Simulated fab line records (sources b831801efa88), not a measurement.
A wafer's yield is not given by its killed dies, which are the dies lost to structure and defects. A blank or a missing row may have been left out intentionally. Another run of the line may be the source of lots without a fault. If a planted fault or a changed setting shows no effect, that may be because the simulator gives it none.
Struck lot and sound lot, side by side	flow sky130	15 out of 708 route steps
Sound: the wafers L134.1, L134.2, L134.6. The struck wafers were L147.2, L147.3, L147.5. The cause is given at the end.
Order at every step that has rows: each side's tool, ch and its chambers, its first start. Under that, the readings that differ: sound wafers	struck wafers	difference of the means	sigmas: that difference in standard deviations of wafers without a fault.
alike: readings whose means differ by less than 2 such deviations, and words and numbers that are the same on both sides. not compared: withheld readings, readings that some wafer has no value for, bounds like >300 that may hide the same value, and numbers for which the record gives no deviation and whose values overlap.
A row with sigmas, a row that says differs or no value, or rows on one side alone: a step with any of these is where the two part. Numbers that have no deviation but don't overlap get no sigmas and don't part them. A reading missing from all wafers of one side parts the sides only when that side holds two or more wafers.

SKY_SONOS_ONO_OVL_MEAS_14:
  struck on overlay-02, day 17 02:55; sound on overlay-02, day 12 19:37
  alike: SONOS_ONO_OVL
SKY_SONOS_ONO_ETCH_15: etches the open film in CHF3/O2, target depth 19.52 nm, time 7.8 s.
  sound on rieDiel-02 ch 0,2,3, day 12 19:39; struck on rieDiel-02 ch 1,2,3, day 17 02:57
  alike: chf3FlowSccm, drypumpMotorCurrentA, oesProductAu, throttleValvePct
  not compared: rfHoursCounterH
then, 1 step without rows for these wafers: SKY_SONOS_ONO_WET_ETCH_16 (etches SiO2 in dHF, target depth 14 nm, time 280 s).
SKY_SONOS_ONO_STRIP_17: strips in O2/N2.
  sound on plasmaAsher-04 ch 0,1, day 12 19:45; struck on plasmaAsher-02 ch 0,1, day 17 03:05
  alike: drypumpMotorCurrentA, oesProductAu, stripTimeToEndpointS
  not compared: rfHoursCounterH
then, 3 steps without rows for these wafers: SKY_SONOS_ONO_WET_ETCH_18 (etches Si3N4 in H3PO4, target depth 15 nm, time 178.2 s); SKY_GATE_OXIDE_CLEAN_00 (cleans in SC1/SC2, time 150 s); SKY_GATE_OXIDE_OXIDATION_01 (stabilise 600 s, purge 300 s, target thk 10.268 nm).
SKY_GATE_OXIDE_THK_MEAS_02:
  struck on filmMetro-04, day 17 06:55; sound on filmMetro-02, day 12 21:22
  alike: GATE_OXIDE_OXIDATION_00_THK
then, 4 steps without rows for these wafers: SKY_GATE_OXIDE_DEHYDRATE_03 (time 60 s); SKY_GATE_OXIDE_HMDS_04 (prime time 60 s); SKY_GATE_OXIDE_COAT_05 (resist thk 1140 nm); SKY_GATE_OXIDE_SOFTBAKE_06 (time 60 s).
SKY_GATE_OXIDE_EXPOSE_07: exposes mask LVOM, target cd 600 nm.
  sound on ilineStepper-01 ch 0, day 13 10:11; struck on ilineStepper-02 ch 0, day 17 21:29
reading	sound	struck	difference	sigmas
mask	LVOM#0 LVOM#0 LVOM#0	LVOM_R1#0 LVOM_R1#0 LVOM_R1#0	differs	
next, for these wafers, 1 step has no rows: SKY_GATE_OXIDE_PEB_08.
-- here the record skips 31 days between the struck wafers' starts before and after, leaving off in module GATE_OXIDE and picking up in module PAD_OPEN (first step shown: number 708 of the route) --
SKY_PAD_OPEN_PROBE_99:
  only the struck wafers here have rows in the record (prober-02, day 49 06:00); the sound ones have none

## WHERE THEY PART
Last at SKY_PAD_OPEN_PROBE_99 as far as this record goes, first at SKY_GATE_OXIDE_EXPOSE_07.

WHY: what had been put in by the simulator
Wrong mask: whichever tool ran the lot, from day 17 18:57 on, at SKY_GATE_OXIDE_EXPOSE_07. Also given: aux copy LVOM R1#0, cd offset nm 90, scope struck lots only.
